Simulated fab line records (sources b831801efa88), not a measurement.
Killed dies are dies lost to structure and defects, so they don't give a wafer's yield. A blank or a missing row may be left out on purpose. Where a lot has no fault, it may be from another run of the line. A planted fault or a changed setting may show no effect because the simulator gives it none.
Struck lot and sound lot, side by side + flow gf180mcu + 27 steps out of a route of 602
Sound: wafers L249.1, L249.2, L249.4. Struck: wafers L252.1, L252.4, L252.5. The cause is named last.
For every step that has rows: the tool of each side, followed by ch and its chambers, followed by its first start. Under that, the readings that differ: sound wafers + struck wafers + difference of the means + sigmas: that difference in standard deviations of wafers without a fault.
alike: readings with means less than 2 such deviations apart, plus words and numbers identical on both sides. not compared: withheld readings, readings lacking a value on some wafer, bounds such as >300 that could conceal the same value, and numbers that have no deviation in the record and whose values overlap.
A row with sigmas, a row that says differs or no value, or rows on one side alone: a step with any of these is where the two part. Numbers that don't overlap but have no deviation are shown without sigmas and don't part them. A reading that every wafer of one side lacks parts them only if that side has two wafers or more.

GF_LVPWELL_STRIP_10: strips in O2/N2.
  sound on plasmaAsher-03 ch 0,1, day 6 09:47; struck on plasmaAsher-04 ch 0,1, day 7 07:10
  alike: chamberPressureMTorr, drypumpMotorCurrentA, heaterPowerW, oesProductAu, stripTimeToEndpointS
  not compared: rfHoursCounterH
GF_LVPWELL_TW_MEAS_11:
  sound on filmMetro-04, day 6 09:53; struck on filmMetro-04, day 7 07:16
  alike: LVPWELL_TW
then, 7 steps without rows for these wafers: GF_MVSD_DEHYDRATE_00 (time 60 s); GF_MVSD_HMDS_01 (prime time 60 s); GF_MVSD_COAT_02 (resist thk 3000 nm); GF_MVSD_SOFTBAKE_03; GF_MVSD_EXPOSE_04 (exposes mask MVSD, target cd 1000 nm); GF_MVSD_PEB_05; GF_MVSD_DEVELOP_06 (develop time 60 s).
GF_MVSD_OVL_MEAS_07:
  sound on overlay-01, day 7 00:20; struck on overlay-02, day 7 23:01
  alike: MVSD_OVL
then, 2 steps without rows for these wafers: GF_MVSD_IMPLANT_08; GF_MVSD_IMPLANT_09.
GF_MVSD_STRIP_10: strips in O2/N2.
  sound on plasmaAsher-03 ch 0,1, day 7 00:40; struck on plasmaAsher-02 ch 0,1, day 7 23:21
  no value came back on the struck wafers for any of 5 readings (chamberPressureMTorr (mTorr), drypumpMotorCurrentA (A) and others); on the sound wafers chamberPressureMTorr (mTorr) reads 1499.5 1501.5 1500.5
| reading                               | sound | struck         | difference | sigmas |
|---------------------------------------|-------|----------------|------------|--------|
| model.coat_of_MVSD_COAT_02.thkNm (nm) | 0 0 0 | 3004 3015 3005 | +3008      |        |
  not compared: rfHoursCounterH
GF_MVSD_TW_MEAS_11:
  sound on filmMetro-01, day 7 00:46; struck on filmMetro-04, day 7 23:27
  alike: MVSD_TW
then, 7 steps without rows for these wafers: GF_MVPSD_DEHYDRATE_00 (time 60 s); GF_MVPSD_HMDS_01 (prime time 60 s); GF_MVPSD_COAT_02 (resist thk 3000 nm); GF_MVPSD_SOFTBAKE_03; GF_MVPSD_EXPOSE_04 (exposes mask MVPSD, target cd 1000 nm); GF_MVPSD_PEB_05; GF_MVPSD_DEVELOP_06 (develop time 60 s).
GF_MVPSD_OVL_MEAS_07:
  sound on overlay-02, day 7 16:25; struck on overlay-02, day 8 15:31
  alike: MVPSD_OVL
then, 2 steps without rows for these wafers: GF_MVPSD_IMPLANT_08; GF_MVPSD_IMPLANT_09.
GF_MVPSD_STRIP_10: strips in O2/N2.
  sound on plasmaAsher-01 ch 0,1, day 7 16:46; struck on plasmaAsher-04 ch 0,1, day 8 15:51
| reading                  | sound             | struck            | difference | sigmas      |
|--------------------------|-------------------|-------------------|------------|-------------|
| drypumpMotorCurrentA (A) | 5.3 5.4 5.4       | 6.1 6.0 5.9       | +0.6       | +2          |
| oesProductAu (a.u.)      | 0.719 0.721 0.719 | 0.741 0.739 0.735 | +0.019     | +4          |
| stripTimeToEndpointS (s) | 37.23 37.23 37.11 | 81.47 81.48 81.32 | +44.23     | +99 or more |
  alike: chamberPressureMTorr, heaterPowerW
  not compared: rfHoursCounterH
GF_MVPSD_TW_MEAS_11:
  sound on filmMetro-04, day 7 16:52; struck on filmMetro-04, day 8 15:57
| reading  | sound       | struck   | difference | sigmas |
|----------|-------------|----------|------------|--------|
| MVPSD_TW | 542 545 543 | 30 30 30 | -513       | -75    |
then, 1 step without rows for these wafers: GF_VT_IMPLANT_DEHYDRATE_00 (time 60 s).

== WHERE THEY PART ==
Last at GF_MVPSD_TW_MEAS_11 as far as this record goes, first at GF_MVSD_STRIP_10.

WHY: the cause the simulator had injected
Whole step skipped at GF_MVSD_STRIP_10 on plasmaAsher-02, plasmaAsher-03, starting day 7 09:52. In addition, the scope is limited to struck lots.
